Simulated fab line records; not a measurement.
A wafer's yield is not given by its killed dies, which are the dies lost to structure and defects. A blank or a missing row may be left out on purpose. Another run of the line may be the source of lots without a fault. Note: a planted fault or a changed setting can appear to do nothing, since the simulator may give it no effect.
8D (eight disciplines) problem report, filled in by code ; flow sfq line ; the parts of the form that need people (team, actions taken, sign-off) are left out

## 1. WHAT IS WRONG
heater power total W at SFQ_TRILAYER_M2_LITHO_PEB_060 reads a mean of 80.47 W on 2 wafers of 2 lots; wafers without a fault read 79.16 W with a standard deviation of 0.068. Relative to the usual mean, that is a shift of +19 standard deviations.
The step: peb time 60 s.
The first sign was on wafer L943.6 at day 32 12:03, on litho track-03. At this step, 41 wafers from 14 lots have a number in the record. Rule for "out" (also "out of limits"): further than 4 standard deviations from the usual mean. The other wafers with a number count as sound.

## 2. WHAT IT IS, WHAT IT ISN'T
question;is;is not
which readings at this step;heater power total W;resist line temp C
which lots;L943, L944;L941, L946, L951, L952, L954, L955, L956, L957, L958, L959, L960, L961
which wafers of those lots;L943.6, L944.6;L943.1, L943.2, L944.5
read on which tools;litho track-03;litho track-01, litho track-04
when;from day 32 12:03;"up to then (5 sound wafers); but 34 sound wafers of L944, L946, L951, L952, L954, L955, L956, L957, L958, L959, L960, L961 came after"

## 3. WHAT RULES OUT EACH SUSPECT
Counting: any tool at a process step up to the reading remains a suspect provided it ran every lot that is out. Sound lots after the first of them don't rule it out here, since some wafers of a struck lot are sound.
- rie metal-02 at SFQ_TRILAYER_I1_VIA_STRIP_STRIP_053 (strips in O2): kept. It ran every lot that is out, first L943 (day 25 20:53); its last sound lot up to then is L941 (day 25 04:20).
- litho track-03 at SFQ_TRILAYER_M2_LITHO_PEB_060 (peb time 60 s): kept. It ran every lot that is out, first L943 (day 32 12:03). Its own heater power total W readings are out on those wafers.
The count leaves litho track-03 at SFQ_TRILAYER_M2_LITHO_PEB_060 and rie metal-02 at SFQ_TRILAYER_I1_VIA_STRIP_STRIP_053.

## 4. THE CAUSE (what the simulator had put in)
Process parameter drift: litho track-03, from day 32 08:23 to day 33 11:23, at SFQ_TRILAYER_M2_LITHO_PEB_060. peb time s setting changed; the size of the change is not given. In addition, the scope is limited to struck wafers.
Counting leaves 2 suspects; this tool is one of them.

## 5. SEQUENCE OF EFFECTS, ordered by route
Each row: a reading whose mean over the struck wafers that have a number lies more than 3 standard deviations from the usual. Readings are gone through only where the record gives a usual standard deviation; hours: the median, over the lots, of the time from a lot's start at the first step in this table giving one to that lot's start at this step; sigmas: the change measured in usual standard deviations.
hours;step;reading;usual;on struck wafers;change;sigmas
0;SFQ_TRILAYER_M2_LITHO_PEB_060;heater power total W;79.16 W;80.47;+1.31;+19
The process steps in it:
- SFQ_TRILAYER_M2_LITHO_PEB_060: peb time 60 s.

## 6. HOW IT WOULD HAVE BEEN CAUGHT EARLIER
In this record no reading fell out of limits until day 32 12:03, 4 hours after the fault had begun at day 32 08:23.
